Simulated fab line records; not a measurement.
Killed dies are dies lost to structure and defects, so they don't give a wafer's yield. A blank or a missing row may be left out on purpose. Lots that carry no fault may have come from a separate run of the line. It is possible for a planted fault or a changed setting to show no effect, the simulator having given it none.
A lot that was struck, set against a sound lot + flow sfqLine + 13 steps out of a route of 325
Sound: wafers L684.2, L684.3, L684.5. Struck: wafers L679.3, L679.5. (L679.1 of the same lot was not struck and is left out.) The cause comes at the end.
Each step with rows lists, per side, the tool, then ch with its chambers, then its first start. Under that, the readings that differ: sound wafers + struck wafers + difference of the means + sigmas: that difference in standard deviations of wafers without a fault.
alike: same words and numbers on both sides, and readings whose means sit less than 2 such deviations apart. not compared: any withheld reading, any reading some wafer has no value for, any bound like >300 that may hide the same value, and any number with overlapping values for which the record gives no deviation.
The two part at a step that has a row with sigmas, a row that says differs or no value, or rows on one side only. Non-overlapping numbers with no deviation appear without sigmas and do not part them. A reading that every wafer of one side lacks parts them only if that side has two wafers or more.

first, 1 step without rows for these wafers: SFQ_TRILAYER_M0_DEP_PRE_CLEAN_020 (time 15 s).
SFQ_TRILAYER_M0_DEP_SPUTTER_019: material Nb, target thk 200 nm, time 133.3 s.
  sound: pvdSputter-06 at day 10 18:42; struck: pvdSputter-04 at day 6 18:11
  alike: throttleValvePct
SFQ_M0_RS_MEAS_904: a four-point-probe measurement.
  sound: filmMetro-04 at day 10 18:49; struck: filmMetro-03 at day 6 18:16
  alike: M0_NB_RS
then, 6 steps without rows for these wafers: SFQ_TRILAYER_M0_LITHO_COAT_026 (resist thk 62 nm); SFQ_TRILAYER_M0_LITHO_COAT_021 (resist thk 600 nm); SFQ_TRILAYER_M0_LITHO_SOFTBAKE_025; SFQ_TRILAYER_M0_LITHO_EXPOSE_022 (exposes mask M0, target cd 500 nm); SFQ_TRILAYER_M0_LITHO_PEB_024 (peb time 60 s); SFQ_TRILAYER_M0_LITHO_DEVELOP_023 (time 60 s).
-- the record jumps here: 3 days lie between the struck wafers' starts before and after --
SFQ_M0_OVL_MEAS_906:
  sound: overlay-02 at day 15 16:01; struck: overlay-01 at day 10 01:28
  alike: M0_OVL
SFQ_TRILAYER_M0_BARC_OPEN_METAL_ETCH_031: etches BARC in O2, target depth 125 nm, time 41.7 s.
  sound on rieMetal-01 ch 0,1, day 15 16:02; struck on rieMetal-01 ch 1, day 10 01:29
  alike: drypumpMotorCurrentA, oesProductAu, rfFwdPowerW, runLengthS
  not compared: rfHoursCounterH
SFQ_TRILAYER_M0_ETCH_METAL_ETCH_024: etches Nb in Cl2/Ar, stops on SiO2, target depth 240 nm, time 120 s.
  sound on rieMetal-01 ch 0,1, day 15 16:06; struck on rieMetal-01 ch 1, day 10 01:33
| reading                                            | sound             | struck      | difference | sigmas |
|----------------------------------------------------|-------------------|-------------|------------|--------|
| oesProductAu (a.u.)                                | 0.893 0.891 0.895 | 0.828 0.826 | -0.066     | -10    |
| runLengthS (s)                                     | 148.6 148.3 148.9 | 165.7 166.4 | +17.5      | +24    |
| model.KrF_of_TRILAYER_M0_LITHO_COAT_021.thkNm (nm) | 383.2 377.7 382.4 | 363.9 362   | -18.1      |        |
| model.M0.featureDepthNm (nm)                       | 198 197.9 197.1   | 201.1 203.2 | +4.5       |        |
| model.SiO2_of_TRILAYER_L0_CAP_PECVD_011.thkNm (nm) | 54.65 56.56 54.84 | 50.61 51.5  | -4.30      |        |
  alike: drypumpMotorCurrentA, rfFwdPowerW
  not compared: rfHoursCounterH
SFQ_TRILAYER_M0_STRIP_STRIP_025: strips in O2.
  sound on rieMetal-01 ch 0,1, day 15 16:13; struck on rieMetal-01 ch 1, day 10 01:41
  alike: drypumpMotorCurrentA, oesProductAu
  not compared: rfHoursCounterH

WHERE THEY PART
SFQ_TRILAYER_M0_ETCH_METAL_ETCH_024 only, going by this record. Later steps at which nothing parts them and some readings are alike: SFQ_TRILAYER_M0_STRIP_STRIP_025.

WHY: what the simulator had put in
rieMetal-01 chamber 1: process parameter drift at SFQ_TRILAYER_M0_ETCH_METAL_ETCH_024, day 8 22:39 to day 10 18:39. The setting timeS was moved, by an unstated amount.
